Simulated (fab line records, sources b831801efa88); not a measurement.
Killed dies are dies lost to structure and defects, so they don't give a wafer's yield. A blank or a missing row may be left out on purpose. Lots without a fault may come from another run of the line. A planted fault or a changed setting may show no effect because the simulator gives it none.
Which tool did it? | flow sky130 | 13 lots, 39 wafers sampled, at 6 steps of a route of 708

WHAT THE GAUGES READ, wafer by wafer
SKY_FIELD_ISO_THK_MEAS_23. Usual: FIELD_ISO_OXIDATION_01_THK 9.95 nm, standard deviation 0.21.
lot  | measured    | on            | FIELD_ISO_OXIDATION_01_THK (nm) | flag
L936 | day 2 11:17 | film_metro-02 | 9.94 9.84 10.01                 |
L937 | day 2 15:11 | film_metro-02 | 9.89 10.01 9.80                 |
L938 | day 2 19:26 | film_metro-03 | 9.92 9.93 9.99                  |
L939 | day 2 22:57 | film_metro-03 | 10.16 9.96 9.87                 |
L940 | day 3 03:46 | film_metro-03 | 10.37 10.27 10.44               |
L944 | day 4 02:29 | film_metro-03 | 10.06 9.94 10.08                |
L945 | day 4 06:01 | film_metro-02 | 10.11 10.12 10.11               |
L951 | day 5 13:47 | film_metro-03 | 9.75 9.83 9.91                  |
L952 | day 5 18:11 | film_metro-03 | 10.07 10.04 10.08               |
L953 | day 6 00:56 | film_metro-02 | 9.58 9.45 9.64                  |
L954 | day 6 05:10 | film_metro-02 | 9.83 9.77 9.88                  |
L957 | day 6 21:26 | film_metro-02 | 9.91 9.96 9.83                  |
L958 | day 7 02:08 | film_metro-03 | 9.76 9.85 9.81                  |

SKY_NWELL_RS_MEAS_31: measures by four-point-probe. Usual: PWDE_RS 5277 ohm/sq, standard deviation 17.
lot  | measured     | on            | PWDE_RS (ohm/sq) | flag
L936 | day 5 13:44  | film_metro-02 | 5287 5287 5280   |
L937 | day 5 15:51  | film_metro-02 | 5264 5290 5289   |
L938 | day 5 20:03  | film_metro-01 | 5290 5262 5269   |
L939 | day 6 00:56  | film_metro-01 | 5274 5270 5293   |
L940 | day 6 09:40  | film_metro-01 | 5291 5292 5302   |
L944 | day 7 09:11  | film_metro-01 | 5290 5273 5305   |
L945 | day 7 15:11  | film_metro-02 | 5270 5291 5285   |
L951 | day 9 02:43  | film_metro-02 | 5280 5276 5293   |
L952 | day 9 07:35  | film_metro-04 | 5249 5247 5230   |
L953 | day 9 14:18  | film_metro-02 | 5271 5287 5283   |
L954 | day 10 00:47 | film_metro-01 | 5287 5295 5272   |
L957 | day 10 16:52 | film_metro-02 | 5276 5267 5272   |
L958 | day 10 21:46 | film_metro-01 | 5289 5301 5291   |

SKY_VT_ADJUST_LVTN_TW_MEAS_21. Usual: VT_ADJUST_LVTN_2_TW 189.6, standard deviation 2.1.
lot  | measured     | on            | VT_ADJUST_LVTN_2_TW | flag
L936 | day 7 23:50  | film_metro-01 | 191.1 192.1 191.9   |
L937 | day 8 01:44  | film_metro-02 | 189.2 189.5 191.3   |
L938 | day 8 06:26  | film_metro-01 | 192.1 192.5 192.0   |
L939 | day 8 13:16  | film_metro-02 | 188.5 188.8 188.2   |
L940 | day 8 22:38  | film_metro-02 | 189.0 189.4 187.8   |
L944 | day 10 00:56 | film_metro-03 | 185.0 185.1 184.5   |
L945 | day 10 07:28 | film_metro-02 | 190.5 191.3 189.7   |
L951 | day 11 23:58 | film_metro-02 | 189.3 188.3 188.1   |
L952 | day 12 04:56 | film_metro-02 | 188.6 190.2 190.4   |
L953 | day 12 11:44 | film_metro-01 | 192.0 190.6 190.1   |
L954 | day 13 00:16 | film_metro-01 | 192.3 191.3 192.8   |
L957 | day 13 17:07 | film_metro-01 | 191.8 191.0 190.9   |
L958 | day 13 22:46 | film_metro-02 | 189.9 189.3 189.9   |

SKY_VT_ADJUST_NCORE_TW_MEAS_11. Usual: VT_ADJUST_NCORE_TW 219.1, standard deviation 2.7.
lot  | measured     | on            | VT_ADJUST_NCORE_TW | flag
L936 | day 8 20:38  | film_metro-02 | 219.8 221.2 220.1  |
L937 | day 8 22:46  | film_metro-04 | 220.4 220.2 221.4  |
L938 | day 9 03:03  | film_metro-04 | 222.0 221.8 222.1  |
L939 | day 9 11:05  | film_metro-03 | 214.9 216.8 216.6  |
L940 | day 9 20:16  | film_metro-04 | 221.5 221.1 221.6  |
L944 | day 10 22:57 | film_metro-03 | 215.0 216.0 214.3  |
L945 | day 11 06:48 | film_metro-04 | 30.2 30.3 30.4     | OFF
L951 | day 13 00:51 | film_metro-03 | 215.2 216.0 215.6  |
L952 | day 13 06:39 | film_metro-02 | 220.5 221.5 220.2  |
L953 | day 13 12:21 | film_metro-02 | 222.1 221.3 222.0  |
L954 | day 14 01:17 | film_metro-04 | 222.5 222.3 223.8  |
L957 | day 14 18:31 | film_metro-03 | 216.0 216.0 216.6  |
L958 | day 15 01:39 | film_metro-03 | 216.1 215.6 214.9  |

WHICH TOOL RAN EACH LOT (tool, then ch and the chambers of the sampled wafers, then the start)
lot  | SKY_VT_ADJUST_LVTN_STRIP_20          | SKY_VT_ADJUST_NCORE_STRIP_10
L936 | plasma_asher-01 ch 1, day 7 23:44    | plasma_asher-04 ch 0,1, day 8 20:32
L937 | plasma_asher-02 ch 0,1, day 8 01:37  | plasma_asher-04 ch 0,1, day 8 22:39
L938 | plasma_asher-02 ch 0,1, day 8 06:19  | plasma_asher-02 ch 0, day 9 02:56
L939 | plasma_asher-01 ch 0,1, day 8 13:10  | plasma_asher-02 ch 0,1, day 9 10:59
L940 | plasma_asher-02 ch 0,1, day 8 22:33  | plasma_asher-02 ch 0,1, day 9 20:11
L944 | plasma_asher-02 ch 0,1, day 10 00:49 | plasma_asher-04 ch 0,1, day 10 22:50
L945 | plasma_asher-01 ch 0,1, day 10 07:22 | plasma_asher-02 ch 0,1, day 11 06:42
L951 | plasma_asher-03 ch 0,1, day 11 23:52 | plasma_asher-03 ch 0,1, day 13 00:45
L952 | plasma_asher-03 ch 0,1, day 12 04:49 | plasma_asher-04 ch 0,1, day 13 06:32
L953 | plasma_asher-01 ch 0,1, day 12 11:37 | plasma_asher-03 ch 0,1, day 13 12:14
L954 | plasma_asher-03 ch 0,1, day 13 00:10 | plasma_asher-02 ch 0, day 14 01:11
L957 | plasma_asher-01 ch 0,1, day 13 17:01 | plasma_asher-03 ch 0,1, day 14 18:25
L958 | plasma_asher-02 ch 0,1, day 13 22:40 | plasma_asher-02 ch 0,1, day 15 01:33
- SKY_VT_ADJUST_LVTN_STRIP_20: strips in O2/N2.
- SKY_VT_ADJUST_NCORE_STRIP_10: strips in O2/N2.

WHAT THE TOOLS THEMSELVES READ (means of the sampled wafers that have a number; where no wafer has one, the mark that the record gives instead)
SKY_VT_ADJUST_LVTN_STRIP_20. Usual: drypump_motor_current_A 5.7 A, standard deviation 0.48; oes_product_au 0.716 a.u., standard deviation 0.0044; strip_time_to_endpoint_s 14.17 s, standard deviation 0.043.
lot  | tool            | drypump_motor_current_A (A) | oes_product_au (a.u.) | strip_time_to_endpoint_s (s) | flag
L936 | plasma_asher-01 | 5.6                         | 0.715                 | 14.19                        |
L937 | plasma_asher-02 | 5.4                         | 0.717                 | 14.14                        |
L938 | plasma_asher-02 | 5.4                         | 0.715                 | 14.17                        |
L939 | plasma_asher-01 | 6.1                         | 0.712                 | 14.21                        |
L940 | plasma_asher-02 | 5.4                         | 0.716                 | 14.19                        |
L944 | plasma_asher-02 | 5.4                         | 0.715                 | 14.16                        |
L945 | plasma_asher-01 | 6.1                         | 0.932                 | -                            | OFF
L951 | plasma_asher-03 | 5.5                         | 0.717                 | 14.08                        |
L952 | plasma_asher-03 | 5.5                         | 0.718                 | 14.21                        |
L953 | plasma_asher-01 | 5.9                         | 0.716                 | 14.16                        |
L954 | plasma_asher-03 | 5.5                         | 0.717                 | 14.13                        |
L957 | plasma_asher-01 | 6.2                         | 0.721                 | 14.17                        |
L958 | plasma_asher-02 | 5.4                         | 0.713                 | 14.15                        |

SKY_VT_ADJUST_NCORE_STRIP_10. Usual: drypump_motor_current_A 5.5 A, standard deviation 0.47; oes_product_au 0.715 a.u., standard deviation 0.0047; strip_time_to_endpoint_s 13.94 s, standard deviation 0.034.
lot  | tool            | drypump_motor_current_A (A) | oes_product_au (a.u.) | strip_time_to_endpoint_s (s) | flag
L936 | plasma_asher-04 | 5.1                         | 0.716                 | 13.97                        |
L937 | plasma_asher-04 | 5.1                         | 0.715                 | 13.90                        |
L938 | plasma_asher-02 | 5.0                         | 0.715                 | 13.96                        |
L939 | plasma_asher-02 | 5.7                         | 0.713                 | 13.91                        |
L940 | plasma_asher-02 | 5.7                         | 0.718                 | 13.93                        |
L944 | plasma_asher-04 | 5.1                         | 0.712                 | 14.01                        |
L945 | plasma_asher-02 | 5.4                         | 0.712                 | 21.73                        | OFF
L951 | plasma_asher-03 | 5.7                         | 0.711                 | 13.93                        |
L952 | plasma_asher-04 | 5.1                         | 0.712                 | 13.90                        |
L953 | plasma_asher-03 | 5.5                         | 0.713                 | 13.98                        |
L954 | plasma_asher-02 | 5.0                         | 0.716                 | 13.99                        |
L957 | plasma_asher-03 | 5.8                         | 0.714                 | 13.92                        |
L958 | plasma_asher-02 | 5.7                         | 0.717                 | 13.91                        |

THE ANSWER, worked out from the rows above alone
Rule: a lot is off if the mean of its wafers that have a number lies more than 3 standard deviations from the usual mean. A lot without any number at a reading at which 4 lots or more have one is off too. The other lots that the step has rows for count as sound. The gauges are gone through in route order, then the tools' own readings, and for those a lot's mean is taken as printed above. The first step at which some lot is off is used, and at that step the reading that is off furthest; a lot without a number counts as furthest.
Off: L945, at SKY_VT_ADJUST_NCORE_TW_MEAS_11 (VT_ADJUST_NCORE_TW).
A tool fits if, at a process step before that reading, it ran every lot that is off, and no sound lot after the first of them. The gauges at SKY_VT_ADJUST_NCORE_TW_MEAS_11 aren't tried: what is off there is off at SKY_VT_ADJUST_LVTN_STRIP_20 too, on other tools, and a gauge's error can't cause that. None of those tried fits.

WHAT THE SIMULATOR HAD PUT IN
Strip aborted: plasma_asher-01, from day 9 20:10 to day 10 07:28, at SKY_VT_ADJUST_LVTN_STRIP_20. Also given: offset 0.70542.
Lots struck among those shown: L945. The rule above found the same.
